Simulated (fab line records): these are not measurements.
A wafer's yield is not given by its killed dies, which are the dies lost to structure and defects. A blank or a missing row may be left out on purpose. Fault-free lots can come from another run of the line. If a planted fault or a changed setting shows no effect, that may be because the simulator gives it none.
fab line records	flow sky130
record lots=24	wafers=72	last-day=50
route steps=708 shown VIA2@531 METAL3@533 VIA3@586
lots that met no fault: taken from a fault-free run of the same line
start-h: start of the lot's first displayed wafer, in hours after the record's first day	wait-h: how many hours have passed since the lot's step before this one	" the same as in the row above	L1.1+2: several wafers, shown together as one row	- either no value or no given start	* or withheld: withheld	< > ~ a bound
route shown NAME@n: NAME is a module with steps in the file, n the number in the route of the first one	usual: average and standard deviation across the fault-free wafers	same: alike in all rows	chamber/n: place in a boat	sites: per-site readings	_std_site: how widely they spread, as a standard deviation	_edge_site: outer sites' mean less inner sites'	radius-mm: how far each site lies from the wafer's centre	mask NAME#n: copy n	behind: the tool/chamber that last shaped the wafer	hold: cause of the lot's hold/its duration in hours/its outcome	device: which transistor (n, p or np) failed to switch	end of line: at the end of the route, the tests of the same wafers	a step given without rows: its recipe and nothing more	killed: dies that structure and defects cost at the first sort, which is not the same as the wafer's yield	map: shows each die of a wafer: x if killed, . if not, _ if none is there
set.NAME: the setting as run; set.NAME@STEP: as run at that earlier step	model.NAME: the simulator's own value behind a step, which no gauge read
steps of the route over a sample of lots; a table a step, a row a wafer
services: when a tool's chamber went out of use (start-h, in hours from the record's first day, below 0 if earlier), for how many hours, and the reason
## steps
# step SKY_VIA2_CMP_24
# recipe stop-on=SiO2	t-overpolish-s=20	down-force-psi=3.5	platen-rpm=60	target-thk-nm=0	pad-velocity-m-s=0.94248
# usual motor-current-A=11.4/1	overpolish-run-s=20.000/0.0082	time-to-endpoint-s=103/4.5
lot.wafer	tool	chamber	start-h	wait-h	motor-current-A	overpolish-run-s	time-to-endpoint-s
L074.4	cmp-01	3	851.66	0.1	12.1	20.000	93
L074.1	"	0	"	"	12.0	19.983	96
L074.6	"	2	"	"	13.3	19.982	96
L075.3	cmp-01	2	853.19	0.1	12.3	19.996	97
L075.5	"	0	"	"	11.8	20.007	102
L075.6	"	1	"	"	10.3	19.995	104
L076.4	cmp-01	2	871.54	0.2	13.0	20.017	105
L076.5	"	3	"	"	11.8	19.989	102
L076.6	"	0	"	"	11.2	20.005	111
L077.4	cmp-02	1	873.69	0.0	12.6	19.993	97
L077.1	"	0	"	"	11.0	19.996	105
L077.6	"	1	"	"	12.3	20.000	102
L079.4	cmp-02	0	874.70	0.1	10.6	20.006	113
L079.3	"	1	"	"	13.2	19.996	104
L079.2	"	2	"	"	11.5	20.018	97
L078.2	cmp-01	3	879.95	0.2	11.2	19.987	107
L078.5	"	0	"	"	12.1	20.000	100
L078.6	"	1	"	"	10.2	20.000	101
L080.1	cmp-01	3	901.85	0.1	12.0	19.996	102
L080.3	"	2	"	"	12.7	20.000	99
L080.5	"	3	"	"	11.4	20.007	103
L081.4	cmp-01	3	908.15	0.0	11.5	20.006	111
L081.1	"	0	"	"	12.0	20.000	105
L081.5	"	0	"	"	11.6	20.010	105
L082.1	cmp-01	3	911.88	0.1	11.2	20.008	103
L082.5	"	2	"	"	13.2	19.990	105
L082.6	"	3	"	"	11.3	20.006	107
L083.3	cmp-02	3	912.39	0.1	9.8	20.013	105
L083.1	"	0	"	"	10.4	20.019	101
L083.6	"	1	"	"	12.2	20.000	97
L085.4	cmp-02	2	912.65	0.1	11.3	20.011	95
L085.1	"	0	"	"	10.8	19.999	110
L085.6	"	1	"	"	12.5	20.001	103
L084.2	cmp-01	2	926.10	0.1	12.6	19.988	107
L084.5	"	1	"	"	10.3	20.006	103
L084.6	"	2	"	"	12.5	19.996	107
L086.4	cmp-01	1	941.19	0.1	10.4	20.009	111
L086.6	"	3	"	"	11.1	20.001	110
L086.5	"	0	"	"	12.7	20.012	102
L087.2	cmp-02	3	949.51	0.1	9.7	19.998	108
L087.1	"	1	"	"	12.6	19.996	102
L087.6	"	3	"	"	8.9	19.988	105
L088.2	cmp-01	0	963.17	0.3	12.0	19.993	101
L088.6	"	2	"	"	11.9	19.996	99
L088.5	"	3	"	"	11.3	19.992	104
L090.1	cmp-01	1	966.50	0.1	10.8	19.999	107
L090.4	"	3	"	"	11.5	19.999	107
L090.2	"	0	"	"	12.4	19.999	106
L089.4	cmp-02	3	968.40	0.0	9.4	19.996	108
L089.3	"	2	"	"	11.4	19.996	95
L089.6	"	3	"	"	9.5	20.004	102
L091.4	cmp-01	2	972.69	0.1	11.9	20.011	102
L091.5	"	1	"	"	10.8	20.000	99
L091.6	"	2	"	"	13.1	20.004	103
L092.2	cmp-01	3	973.88	0.1	11.9	19.994	99
L092.5	"	1	"	"	10.8	20.009	102
L092.6	"	2	"	"	12.2	19.997	97
L093.4	cmp-02	1	998.73	0.0	12.6	19.997	103
L093.1	"	3	"	"	10.1	19.975	112
L093.5	"	2	"	"	11.1	20.002	100
L095.1	cmp-02	0	1002.00	0.6	11.0	20.006	108
L095.3	"	1	"	"	12.4	20.005	104
L095.5	"	2	"	"	11.4	19.990	100
L094.3	cmp-02	3	1002.80	0.7	10.2	20.001	105
L094.1	"	1	"	"	13.0	19.993	100
L094.6	"	3	"	"	10.2	20.000	105
L096.2	cmp-02	0	1007.41	0.4	11.5	20.006	104
L096.4	"	2	"	"	10.9	20.011	100
L096.6	"	3	"	"	9.5	20.006	105
L097.3	cmp-02	3	1008.86	0.3	9.5	19.988	109
L097.2	"	1	"	"	12.3	20.007	102
L097.6	"	0	"	"	11.1	20.004	108
# step SKY_METAL3_SPUTTER_01
# recipe material=TiN	target-thk-nm=20	power-w=6500	time-s=16.7	chamber-pressure-pa=0.4
# usual cathode-dc-power-W=6500.0/1.1	chamber-pressure-pa=0.4000/0.00081	throttle-valve-pct=29.9/1.3
lot.wafer	tool	chamber	start-h	wait-h	cathode-dc-power-W	chamber-pressure-pa	throttle-valve-pct
L074.1	pvd-sputter-04	-	851.88	0.0	6500.3	0.4006	29.7
L074.4	"	-	"	"	6501.5	0.4000	29.1
L074.6	"	-	"	"	6499.1	0.4010	28.4
L075.3	pvd-sputter-02	-	853.41	0.0	6499.6	0.3995	30.7
L075.5	"	-	"	"	6500.3	0.3997	30.7
L075.6	"	-	"	"	6503.5	0.3996	29.7
L076.4	pvd-sputter-04	-	871.71	0.0	6499.8	0.4016	30.2
L076.5	"	-	"	"	6501.1	0.3995	29.2
L076.6	"	-	"	"	6498.2	0.4001	30.4
L077.1	pvd-sputter-01	-	874.02	0.0	6502.0	0.3999	30.1
L077.4	"	-	"	"	6501.3	0.4001	26.8
L077.6	"	-	"	"	6499.9	0.3994	30.2
L079.2	pvd-sputter-01	-	874.98	0.0	6500.4	0.4004	30.5
L079.3	"	-	"	"	6497.1	0.4007	29.8
L079.4	"	-	"	"	6501.4	0.4003	32.1
L078.2	pvd-sputter-04	-	880.12	0.0	6502.0	0.3985	30.5
L078.5	"	-	"	"	6500.4	0.4000	29.1
L078.6	"	-	"	"	6498.9	0.3996	30.7
L080.1	pvd-sputter-01	-	902.17	0.0	6499.3	0.3996	30.1
L080.3	"	-	"	"	6499.8	0.3999	27.2
L080.5	"	-	"	"	6499.4	0.3994	30.4
L081.1	pvd-sputter-02	-	908.47	0.0	6499.5	0.3994	29.7
L081.4	"	-	"	"	6497.8	0.3998	29.7
L081.5	"	-	"	"	6501.0	0.3995	30.9
L082.1	pvd-sputter-01	-	912.16	0.0	6498.7	0.3996	31.9
L082.5	"	-	"	"	6499.5	0.3990	31.8
L082.6	"	-	"	"	6499.2	0.3997	30.5
L083.1	pvd-sputter-04	-	912.61	0.0	6499.2	0.4010	29.3
L083.3	"	-	"	"	6500.8	0.4009	28.5
L083.6	"	-	"	"	6500.3	0.4004	29.3
L085.1	pvd-sputter-02	-	912.92	0.0	6499.4	0.4004	30.8
L085.4	"	-	"	"	6498.7	0.4006	30.8
L085.6	"	-	"	"	6499.2	0.3999	31.0
L084.2	pvd-sputter-02	-	926.37	0.0	6499.1	0.4004	30.7
L084.5	"	-	"	"	6497.6	0.4005	31.1
L084.6	"	-	"	"	6501.7	0.3994	29.8
L086.4	pvd-sputter-02	-	941.41	0.0	6497.7	0.3987	30.7
L086.5	"	-	"	"	6499.2	0.4001	30.9
L086.6	"	-	"	"	6500.0	0.3985	30.0
L087.1	pvd-sputter-04	-	949.83	0.0	6498.6	0.3998	29.6
L087.2	"	-	"	"	6500.8	0.4007	28.8
L087.6	"	-	"	"	6498.4	0.4001	30.4
L088.2	pvd-sputter-01	-	963.40	0.0	6501.2	0.4005	32.1
L088.5	"	-	"	"	6499.3	0.3992	26.9
L088.6	"	-	"	"	6499.6	0.4006	29.9
L090.1	pvd-sputter-04	-	966.82	0.0	6498.8	0.4009	30.4
L090.2	"	-	"	"	6501.4	0.4016	28.9
L090.4	"	-	"	"	6501.0	0.3996	29.4
L089.3	pvd-sputter-01	-	968.72	0.0	6499.6	0.3984	30.4
L089.4	"	-	"	"	6499.0	0.3987	27.1
L089.6	"	-	"	"	6500.4	0.4006	30.1
L091.4	pvd-sputter-04	-	972.98	0.0	6500.4	0.3999	30.6
L091.5	"	-	"	"	6500.5	0.3999	28.9
L091.6	"	-	"	"	6500.8	0.4013	29.3
L092.2	pvd-sputter-04	-	974.10	0.0	6502.8	0.3999	29.6
L092.5	"	-	"	"	6499.2	0.4000	29.5
L092.6	"	-	"	"	6499.6	0.4006	28.7
L093.1	pvd-sputter-01	-	999.05	0.0	6498.1	0.3998	32.1
L093.4	"	-	"	"	6499.6	0.3999	30.0
L093.5	"	-	"	"	6500.1	0.3997	32.3
L095.1	pvd-sputter-04	-	1002.22	0.0	6500.4	0.4000	29.3
L095.3	"	-	"	"	6497.6	0.3998	30.4
L095.5	"	-	"	"	6499.3	0.4002	28.6
L094.1	pvd-sputter-01	-	1003.12	0.0	6499.5	0.3988	27.3
L094.3	"	-	"	"	6498.4	0.3996	32.0
L094.6	"	-	"	"	6499.7	0.4008	30.1
L096.2	pvd-sputter-01	-	1007.68	0.0	6501.0	0.4000	29.9
L096.4	"	-	"	"	6500.8	0.3994	29.9
L096.6	"	-	"	"	6499.3	0.3985	32.2
L097.2	pvd-sputter-04	-	1009.18	0.0	6500.6	0.4005	29.8
L097.3	"	-	"	"	6499.7	0.3991	28.6
L097.6	"	-	"	"	6498.3	0.3988	28.7
# step SKY_METAL3_CD_MEAS_13
# recipe target-cd-nm=300
# usual cd-nm=300.3/1.2
lot.wafer	tool	chamber	start-h	wait-h	cd-nm
L074.1	cd-sem-02	-	905.08	-	300.7
L074.4	"	-	"	"	301.4
L074.6	"	-	"	"	299.6
L075.3	cd-sem-01	-	905.41	-	301.5
L075.5	"	-	"	"	301.5
L075.6	"	-	"	"	300.5
L076.4	cd-sem-01	-	926.03	-	300.0
L076.5	"	-	"	"	299.7
L076.6	"	-	"	"	299.5
L077.1	cd-sem-01	-	927.87	-	298.5
L077.4	"	-	"	"	300.4
L077.6	"	-	"	"	300.8
L079.2	cd-sem-02	-	929.04	-	299.3
L079.3	"	-	"	"	299.3
L079.4	"	-	"	"	300.1
L078.2	cd-sem-01	-	930.99	-	302.1
L078.5	"	-	"	"	302.7
L078.6	"	-	"	"	301.8
L080.1	cd-sem-02	-	951.43	-	299.6
L080.3	"	-	"	"	300.7
L080.5	"	-	"	"	299.4
L081.1	cd-sem-01	-	959.53	-	299.1
L081.4	"	-	"	"	299.7
L081.5	"	-	"	"	298.7
L083.1	cd-sem-02	-	962.82	-	301.8
L083.3	"	-	"	"	301.7
L083.6	"	-	"	"	302.8
L082.1	cd-sem-01	-	963.17	-	300.1
L082.5	"	-	"	"	299.2
L082.6	"	-	"	"	299.7
L085.1	cd-sem-02	-	963.58	-	301.4
L085.4	"	-	"	"	301.0
L085.6	"	-	"	"	301.2
L084.2	cd-sem-02	-	974.85	-	300.3
L084.5	"	-	"	"	300.2
L084.6	"	-	"	"	301.2
L086.4	cd-sem-02	-	990.73	-	299.3
L086.5	"	-	"	"	298.9
L086.6	"	-	"	"	298.2
L087.1	cd-sem-02	-	997.93	-	300.8
L087.2	"	-	"	"	300.5
L087.6	"	-	"	"	301.4
L088.2	cd-sem-01	-	1010.30	-	298.4
L088.5	"	-	"	"	299.4
L088.6	"	-	"	"	298.7
L090.1	cd-sem-02	-	1013.63	-	299.3
L090.2	"	-	"	"	299.5
L090.4	"	-	"	"	300.3
L089.3	cd-sem-01	-	1015.76	-	300.7
L089.4	"	-	"	"	301.3
L089.6	"	-	"	"	300.8
L091.4	cd-sem-01	-	1020.23	-	299.0
L091.5	"	-	"	"	299.4
L091.6	"	-	"	"	299.5
L092.2	cd-sem-02	-	1022.09	-	302.4
L092.5	"	-	"	"	300.2
L092.6	"	-	"	"	301.3
L093.1	cd-sem-01	-	1046.47	-	298.1
L093.4	"	-	"	"	297.6
L093.5	"	-	"	"	297.8
L095.1	cd-sem-02	-	1047.52	-	300.3
L095.3	"	-	"	"	300.1
L095.5	"	-	"	"	300.0
L094.1	cd-sem-01	-	1049.67	-	301.0
L094.3	"	-	"	"	301.1
L094.6	"	-	"	"	300.3
L096.2	cd-sem-01	-	1054.14	-	300.0
L096.4	"	-	"	"	299.9
L096.6	"	-	"	"	299.0
L097.2	cd-sem-02	-	1056.05	-	301.5
L097.3	"	-	"	"	302.4
L097.6	"	-	"	"	301.7
# step SKY_METAL3_ETCH_16
# recipe chemistry=N2/H2	target=BARC	ion-energy-ev=200	bias-w=100	pressure-mtorr=30	n2-flow-sccm=100	h2-flow-sccm=200	icp-w=500	stop-on=SiO2	time-s=88.2	target-depth-a=600
# usual chamber-pressure-mTorr=29.998/0.026	drypump-motor-current-A=5.8/0.45	oes-product-au=0.626/0.0048	rf-fwd-power-W=497.1/1.6	throttle-valve-pct=13.204/0.0093
lot.wafer	tool	chamber	start-h	wait-h	chamber-pressure-mTorr	drypump-motor-current-A	oes-product-au	rf-fwd-power-W	rf-hours-counter-h	throttle-valve-pct
L074.1	rie-metal-02	1	905.27	0.0	30.015	5.8	0.622	497.9	5	13.215
L074.4	"	1	"	"	30.016	5.8	0.623	497.3	-	13.221
L074.6	"	1	"	"	29.950	5.8	0.632	497.0	-	13.207
L075.3	rie-metal-01	1	905.59	0.0	30.000	5.7	0.629	498.3	-	13.210
L075.5	"	1	"	"	30.013	5.7	0.627	498.2	-	13.183
L075.6	"	0	"	"	29.981	5.9	0.632	499.3	-	13.187
L076.4	rie-metal-03	0	926.19	0.0	29.973	5.1	0.627	492.7	-	13.214
L076.5	"	0	"	"	30.058	5.1	0.617	493.9	-	13.215
L076.6	"	1	"	"	29.956	6.0	0.627	496.1	-	13.218
L077.1	rie-metal-03	0	928.06	0.0	29.959	5.1	0.625	496.8	13	13.217
L077.4	"	0	"	"	29.989	5.1	0.634	494.3	-	13.214
L077.6	"	1	"	"	29.981	6.0	0.627	498.4	-	13.190
L079.2	rie-metal-03	1	929.21	0.0	30.019	6.0	0.628	496.3	8	13.199
L079.3	"	1	"	"	29.976	6.0	0.628	497.0	-	13.192
L079.4	"	0	"	"	29.990	5.1	0.624	495.0	-	13.205
L078.2	rie-metal-01	0	931.16	0.0	29.990	5.9	0.624	497.4	13	13.206
L078.5	"	1	"	"	29.966	5.7	0.629	496.4	-	13.200
L078.6	"	0	"	"	30.009	5.9	0.629	496.6	-	13.190
L080.1	rie-metal-01	1	951.62	0.0	29.985	5.7	0.624	499.6	3	13.196
L080.3	"	1	"	"	30.020	5.7	0.630	498.0	-	13.198
L080.5	"	0	"	"	29.987	5.9	0.627	500.1	-	13.206
L081.1	rie-metal-02	0	959.72	0.0	30.048	6.7	0.631	500.3	13	13.211
L081.4	"	0	"	"	30.034	6.7	0.630	498.8	-	13.214
L081.5	"	1	"	"	30.004	5.8	0.621	497.3	-	13.196
L083.1	rie-metal-03	1	963.01	0.0	29.998	6.0	0.629	498.6	9	13.214
L083.3	"	1	"	"	29.950	6.0	0.628	497.5	-	13.216
L083.6	"	1	"	"	29.984	6.0	0.634	498.4	-	13.177
L082.1	rie-metal-01	1	963.36	0.0	29.983	5.7	0.622	497.1	3	13.210
L082.5	"	1	"	"	30.025	5.7	0.623	496.6	-	13.196
L082.6	"	0	"	"	30.025	5.9	0.617	498.2	-	13.204
L085.1	rie-metal-02	1	963.77	0.0	30.003	5.8	0.621	496.2	8	13.214
L085.4	"	1	"	"	30.034	5.8	0.626	496.9	-	13.208
L085.6	"	1	"	"	30.012	5.9	0.623	494.3	-	13.202
L084.2	rie-metal-01	0	975.02	0.0	29.988	5.9	0.626	498.5	14	13.198
L084.5	"	0	"	"	29.980	5.9	0.626	500.1	-	13.203
L084.6	"	1	"	"	29.987	5.7	0.627	498.2	-	13.205
L086.4	rie-metal-01	0	990.89	0.0	30.018	5.9	0.621	499.4	-	13.213
L086.5	"	1	"	"	29.989	5.7	0.634	497.9	-	13.204
L086.6	"	0	"	"	30.001	5.9	0.623	500.1	-	13.194
L087.1	rie-metal-03	0	998.12	0.0	30.008	5.1	0.624	495.7	16	13.201
L087.2	"	1	"	"	30.014	6.0	0.629	497.4	11	13.209
L087.6	"	0	"	"	30.020	5.1	0.621	495.5	-	13.203
L088.2	rie-metal-03	0	1010.47	0.0	29.975	5.1	0.634	497.8	17	13.203
L088.5	"	0	"	"	30.028	5.1	0.619	499.1	-	13.208
L088.6	"	1	"	"	30.018	6.0	0.624	495.8	-	13.221
L090.1	rie-metal-03	1	1013.82	0.0	30.032	6.0	0.619	494.8	12	13.196
L090.2	"	0	"	"	29.994	5.1	0.633	497.8	17	13.187
L090.4	"	1	"	"	30.015	6.0	0.626	497.2	-	13.197
L089.3	rie-metal-01	1	1015.94	0.0	29.987	5.7	0.626	497.2	-	13.204
L089.4	"	0	"	"	29.966	5.9	0.623	497.0	-	13.202
L089.6	"	0	"	"	30.026	5.9	0.624	498.4	-	13.220
L091.4	rie-metal-01	1	1020.39	0.0	29.998	5.7	0.612	494.8	-	13.207
L091.5	"	0	"	"	29.978	5.9	0.627	499.4	-	13.219
L091.6	"	1	"	"	30.015	5.7	0.625	495.9	-	13.209
L092.2	rie-metal-03	1	1022.26	0.0	30.061	6.0	0.631	494.5	12	13.202
L092.5	"	1	"	"	30.021	6.0	0.627	497.1	-	13.189
L092.6	"	0	"	"	29.970	5.1	0.627	495.4	-	13.202
L093.1	rie-metal-02	1	1046.66	0.0	29.967	5.8	0.634	496.1	12	13.195
L093.4	"	0	"	"	29.992	6.8	0.624	497.0	-	13.217
L093.5	"	1	"	"	29.965	5.8	0.628	495.4	-	13.203
L095.1	rie-metal-03	0	1047.71	0.0	30.013	5.1	0.630	494.8	19	13.195
L095.3	"	1	"	"	29.990	6.0	0.628	495.8	-	13.216
L095.5	"	0	"	"	30.010	5.1	0.620	494.5	-	13.212
L094.1	rie-metal-01	1	1049.86	0.0	30.027	5.7	0.621	499.6	7	13.196
L094.3	"	0	"	"	29.995	5.9	0.620	499.3	-	13.222
L094.6	"	1	"	"	29.963	5.7	0.630	498.8	-	13.202
L096.2	rie-metal-01	0	1054.31	0.0	29.984	5.9	0.636	498.3	19	13.202
L096.4	"	0	"	"	29.946	5.9	0.627	496.7	-	13.191
L096.6	"	1	"	"	29.966	5.7	0.626	496.4	-	13.211
L097.2	rie-metal-02	0	1056.22	0.0	29.999	6.7	0.631	497.3	19	13.196
L097.3	"	0	"	"	29.991	6.8	0.627	496.3	-	13.226
L097.6	"	1	"	"	29.957	5.8	0.630	498.0	-	13.215
# step SKY_VIA3_OVL_MEAS_13
# usual VIA3_OVL=0/7
lot.wafer	tool	chamber	start-h	wait-h	VIA3_OVL[nm]
L074.1	overlay-01	-	932.10	0.1	-12
L074.4	"	-	"	"	-6
L074.6	"	-	"	"	-8
L075.3	overlay-02	-	932.46	0.1	-4
L075.5	"	-	"	"	-7
L075.6	"	-	"	"	-14
L076.4	overlay-01	-	952.41	0.1	3
L076.5	"	-	"	"	10
L076.6	"	-	"	"	8
L077.1	overlay-01	-	954.54	0.1	-1
L077.4	"	-	"	"	-11
L077.6	"	-	"	"	-6
L079.2	overlay-01	-	955.50	0.1	-4
L079.3	"	-	"	"	12
L079.4	"	-	"	"	3
L078.2	overlay-01	-	957.30	0.1	-6
L078.5	"	-	"	"	-4
L078.6	"	-	"	"	-13
L080.1	overlay-02	-	977.50	0.1	7
L080.3	"	-	"	"	9
L080.5	"	-	"	"	11
L081.1	overlay-01	-	985.10	0.1	17
L081.4	"	-	"	"	2
L081.5	"	-	"	"	18
L083.1	overlay-02	-	988.79	0.1	7
L083.3	"	-	"	"	5
L083.6	"	-	"	"	5
L085.1	overlay-01	-	989.14	0.1	2
L085.4	"	-	"	"	10
L085.6	"	-	"	"	2
L082.1	overlay-01	-	989.49	0.1	-9
L082.5	"	-	"	"	-6
L082.6	"	-	"	"	-8
L084.2	overlay-01	-	1000.65	0.1	6
L084.5	"	-	"	"	-2
L084.6	"	-	"	"	9
L086.4	overlay-01	-	1015.96	0.1	-3
L086.5	"	-	"	"	4
L086.6	"	-	"	"	0
L087.1	overlay-02	-	1022.84	0.1	1
L087.2	"	-	"	"	-6
L087.6	"	-	"	"	-1
L088.2	overlay-01	-	1034.31	0.1	-4
L088.5	"	-	"	"	0
L088.6	"	-	"	"	2
L090.1	overlay-01	-	1037.94	0.1	-4
L090.2	"	-	"	"	5
L090.4	"	-	"	"	12
L089.3	overlay-02	-	1040.01	0.1	10
L089.4	"	-	"	"	7
L089.6	"	-	"	"	8
L091.4	overlay-02	-	1045.73	0.1	11
L091.5	"	-	"	"	-2
L091.6	"	-	"	"	4
L092.2	overlay-02	-	1046.95	0.1	1
L092.5	"	-	"	"	4
L092.6	"	-	"	"	-3
L093.1	overlay-01	-	1069.19	0.1	6
L093.4	"	-	"	"	2
L093.5	"	-	"	"	10
L095.1	overlay-01	-	1070.79	0.1	-4
L095.3	"	-	"	"	-6
L095.5	"	-	"	"	-6
L094.1	overlay-02	-	1073.30	0.1	-5
L094.3	"	-	"	"	-7
L094.6	"	-	"	"	-7
L096.2	overlay-02	-	1077.40	0.1	-11
L096.4	"	-	"	"	-15
L096.6	"	-	"	"	-11
L097.2	overlay-01	-	1079.75	0.1	5
L097.3	"	-	"	"	8
L097.6	"	-	"	"	1
# step SKY_VIA3_ETCH_15
# recipe target=SiO2	chemistry=C4F8/O2/Ar	target-depth-nm=507	stop-on=TiN	mask-material=KrF-thick	source-w=1500	bias-w=1200	pressure-mtorr=40	c4f8-flow-sccm=withheld	O2_flow_sccm=6	Ar_flow_sccm=300	time-s=78
# usual chamber-pressure-mTorr=40.00/0.039	oes-product-au=0.946/0.0048	rf-fwd-power-W=1491/6
lot.wafer	tool	chamber	start-h	wait-h	chamber-pressure-mTorr	oes-product-au	rf-fwd-power-W	rf-hours-counter-h
L074.1	rie-diel-03	3	932.18	0.0	39.92	0.946	1490	18
L074.4	"	2	"	"	40.01	0.940	1486	10
L074.6	"	0	"	"	40.02	0.945	1487	-
L075.3	rie-diel-02	0	932.53	0.0	40.03	0.942	1497	24
L075.5	"	3	"	"	39.99	0.940	1474	-
L075.6	"	0	"	"	40.04	0.951	1493	-
L076.4	rie-diel-04	0	952.47	0.0	39.97	0.947	1497	7
L076.5	"	1	"	"	40.01	0.951	1493	-
L076.6	"	0	"	"	40.02	0.943	1493	-
L077.1	rie-diel-04	3	954.62	0.0	40.02	0.952	1494	10
L077.4	"	2	"	"	40.03	0.951	1506	15
L077.6	"	2	"	"	39.94	0.957	1494	-
L079.2	rie-diel-04	2	955.57	0.0	39.98	0.943	1502	16
L079.3	"	1	"	"	40.00	0.944	1500	13
L079.4	"	0	"	"	39.97	0.940	1491	7
L078.2	rie-diel-02	1	957.37	0.0	40.04	0.946	1489	5
L078.5	"	2	"	"	39.96	0.954	1477	-
L078.6	"	3	"	"	39.95	0.940	1478	-
L080.1	rie-diel-04	1	977.58	0.0	40.04	0.949	1496	14
L080.3	"	3	"	"	40.07	0.952	1491	11
L080.5	"	0	"	"	39.93	0.941	1491	-
L081.1	rie-diel-02	3	985.18	0.0	40.05	0.952	1483	3
L081.4	"	1	"	"	40.02	0.948	1491	6
L081.5	"	0	"	"	40.00	0.946	1490	-
L083.1	rie-diel-02	3	988.87	0.0	40.01	0.943	1483	3
L083.3	"	1	"	"	40.00	0.940	1492	6
L083.6	"	2	"	"	40.03	0.947	1494	-
L085.1	rie-diel-04	2	989.22	0.0	40.05	0.946	1496	17
L085.4	"	3	"	"	39.99	0.953	1490	11
L085.6	"	1	"	"	40.02	0.943	1492	-
L082.1	rie-diel-03	3	989.57	0.0	40.03	0.937	1487	20
L082.5	"	2	"	"	39.99	0.940	1483	-
L082.6	"	3	"	"	40.05	0.939	1485	-
L084.2	rie-diel-04	2	1000.72	0.0	40.08	0.953	1492	17
L084.5	"	3	"	"	40.00	0.946	1496	-
L084.6	"	0	"	"	40.02	0.954	1486	-
L086.4	rie-diel-03	1	1016.02	0.0	39.94	0.943	1480	27
L086.5	"	0	"	"	40.05	0.947	1491	-
L086.6	"	3	"	"	39.97	0.947	1482	-
L087.1	rie-diel-02	3	1022.92	0.0	40.04	0.938	1490	3
L087.2	"	0	"	"	39.97	0.941	1494	27
L087.6	"	1	"	"	40.01	0.943	1488	-
L088.2	rie-diel-04	0	1034.38	0.0	40.03	0.948	1491	9
L088.5	"	0	"	"	39.94	0.943	1493	-
L088.6	"	1	"	"	40.08	0.950	1487	-
L090.1	rie-diel-04	2	1038.02	0.0	40.03	0.936	1497	18
L090.2	"	1	"	"	40.01	0.946	1489	16
L090.4	"	0	"	"	40.09	0.941	1489	9
L089.3	rie-diel-02	0	1040.07	0.0	39.94	0.942	1493	28
L089.4	"	2	"	"	39.96	0.949	1492	15
L089.6	"	0	"	"	40.05	0.939	1493	-
L091.4	rie-diel-04	3	1045.79	0.0	40.00	0.953	1495	13
L091.5	"	1	"	"	40.19	0.945	1494	-
L091.6	"	2	"	"	40.01	0.956	1494	-
L092.2	rie-diel-02	3	1047.02	0.0	40.02	0.945	1482	4
L092.5	"	2	"	"	39.92	0.946	1493	-
L092.6	"	1	"	"	39.96	0.942	1496	-
L093.1	rie-diel-04	1	1069.27	0.0	40.00	0.944	1494	17
L093.4	"	3	"	"	39.99	0.947	1494	13
L093.5	"	1	"	"	40.01	0.946	1501	-
L095.1	rie-diel-04	3	1070.87	0.0	39.99	0.945	1499	14
L095.3	"	2	"	"	40.01	0.941	1499	19
L095.5	"	3	"	"	39.97	0.946	1492	-
L094.1	rie-diel-04	2	1073.38	0.0	39.96	0.952	1498	19
L094.3	"	3	"	"	40.03	0.945	1495	14
L094.6	"	3	"	"	39.98	0.951	1501	-
L096.2	rie-diel-03	1	1077.47	0.0	39.96	0.950	1486	30
L096.4	"	2	"	"	39.99	0.949	1494	15
L096.6	"	0	"	"	39.99	0.947	1489	-
L097.2	rie-diel-04	0	1079.82	0.0	39.99	0.945	1497	11
L097.3	"	1	"	"	40.03	0.937	1488	17
L097.6	"	2	"	"	40.02	0.944	1490	-
## services
tool	chamber	start-h	hours	kind
rie-diel-04	2	846.26	4.9	repair
rie-diel-04	-	849.29	0.1	repair
cmp-02	-	876.03	6.0	pm
pvd-sputter-01	-	885.11	7.9	repair
pvd-sputter-04	-	886.72	13.6	repair
rie-diel-02	3	892.39	8.7	repair
cmp-01	-	912.13	4.0	pm
pvd-sputter-01	-	921.14	2.2	repair
cmp-02	-	928.41	5.1	pm
cmp-01	-	945.39	8.3	repair
rie-metal-03	-	945.62	1.4	pm
rie-metal-03	-	947.72	14.6	pm
cmp-02	-	956.80	0.3	repair
pvd-sputter-04	-	961.59	1.0	repair
rie-diel-02	3	997.23	15.7	repair
cmp-01	-	1003.91	0.9	repair
cmp-01	-	1012.06	17.0	repair
cmp-01	-	1019.44	1.6	repair
cmp-01	-	1037.47	1.1	repair
pvd-sputter-01	-	1041.24	1.4	repair
cmp-02	-	1043.21	2.9	repair
rie-diel-02	0	1065.14	3.5	repair
pvd-sputter-01	-	1071.19	1.2	repair
rie-metal-01	0	1076.67	5.7	repair
## key
fault none
